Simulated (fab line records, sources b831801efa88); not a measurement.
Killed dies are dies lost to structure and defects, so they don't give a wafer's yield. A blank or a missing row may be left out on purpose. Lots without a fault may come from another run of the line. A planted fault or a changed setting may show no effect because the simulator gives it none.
One fault seen from 2 desks | flow gf180mcu | each desk has only its own numbers; what lay behind them comes last

THE METROLOGY DESK
What the gauges read, lot by lot, whatever tool the lot ran on: means of the sampled wafers that have a number. A lot is out of limits, marked OUT, if its mean lies more than 4 standard deviations from the usual mean; the brackets give that distance.
Columns: A = PSD_OVL at GF_PSD_OVL_MEAS_08, usual -1.3 nm; B = CONTACT_CVD_00_THK at GF_CONTACT_THK_MEAS_01, usual 301 nm; C = cd_nm at GF_CONTACT_CD_MEAS_14, usual 220.3 nm
lot  | first seen here | A    | B             | C
L840 | day 15 00:09    | -1.0 | 299           | 220.3
L841 | day 15 05:57    | -1.2 | 300           | 221.8
L842 | day 15 14:56    | -2.2 | 299           | 221.8
L843 | day 15 22:29    | -1.6 | 305           | 218.4
L845 | day 16 17:56    | -1.5 | 298           | 217.9
L846 | day 17 00:00    | -2.9 | 298           | 220.1
L847 | day 17 05:56    | -4.4 | 302           | 219.7
L848 | day 17 19:15    | -0.3 | 298           | 223.6
L852 | day 19 04:50    | 0.6  | 301           | 222.4
L853 | day 19 12:22    | -1.3 | 304           | 219.1
L854 | day 19 20:49    | -0.1 | 453 (+45) OUT | 218.9
L855 | day 20 06:48    | -0.0 | 454 (+45) OUT | 216.9
L856 | day 20 15:05    | -2.4 | 303           | 218.7
This desk's finding: out of limits on L854, L855; first on L854, day 20 23:35 (CONTACT_CVD_00_THK at GF_CONTACT_THK_MEAS_01). In limits: L840, L841, L842, L843, L845, L846, L847, L848, L852, L853, L856.

THE TOOL OWNER'S DESK: hdpcvd-02
The tool's own readings at GF_CONTACT_CVD_00 (deposits SiO2, target thk 300 nm, time 50 s): means of the sampled wafers that have a number, for each lot that ran on this tool. A lot is out of limits, marked OUT, if its mean lies more than 4 standard deviations from the usual mean; the brackets give that distance.
Columns: A = sih4_flow_sccm at GF_CONTACT_CVD_00, usual 60.00 sccm; B = susceptor_temp_C at GF_CONTACT_CVD_00, usual 400.00 C
lot  | first seen here | A                       | B
L845 | day 17 19:50    | 59.98                   | 400.09
L846 | day 18 01:15    | 60.03                   | 400.03
L847 | day 18 07:17    | 59.92                   | 400.05
L852 | day 20 06:31    | 59.81                   | 400.03
L853 | day 20 14:44    | 59.84                   | 399.98
L854 | day 20 23:31    | 90.08 (+99 or more) OUT | 400.18
L855 | day 21 09:13    | 90.34 (+99 or more) OUT | 400.20
This desk's finding: out of limits on L854, L855; first on L854, day 20 23:31 (sih4_flow_sccm at GF_CONTACT_CVD_00). In limits: L845, L846, L847, L852, L853.

PUT TOGETHER
The tool owner's desk could have raised an alarm at day 20 23:31, on L854, L855.
The metrology desk could have raised an alarm at day 20 23:35, on L854, L855.
Of the lots named, all ran GF_CONTACT_CVD_00 on hdpcvd-02.

WHAT THE SIMULATOR HAD PUT IN
Process parameter drift: hdpcvd-02, from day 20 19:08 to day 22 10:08, at GF_CONTACT_CVD_00. Setting sih4_flow_sccm, moved by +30, from 60. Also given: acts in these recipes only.
Lots struck among those shown: L854, L855.
Hours from the fault's start to each desk's first reading out of limits: the tool owner's desk, 4; the metrology desk, 4.
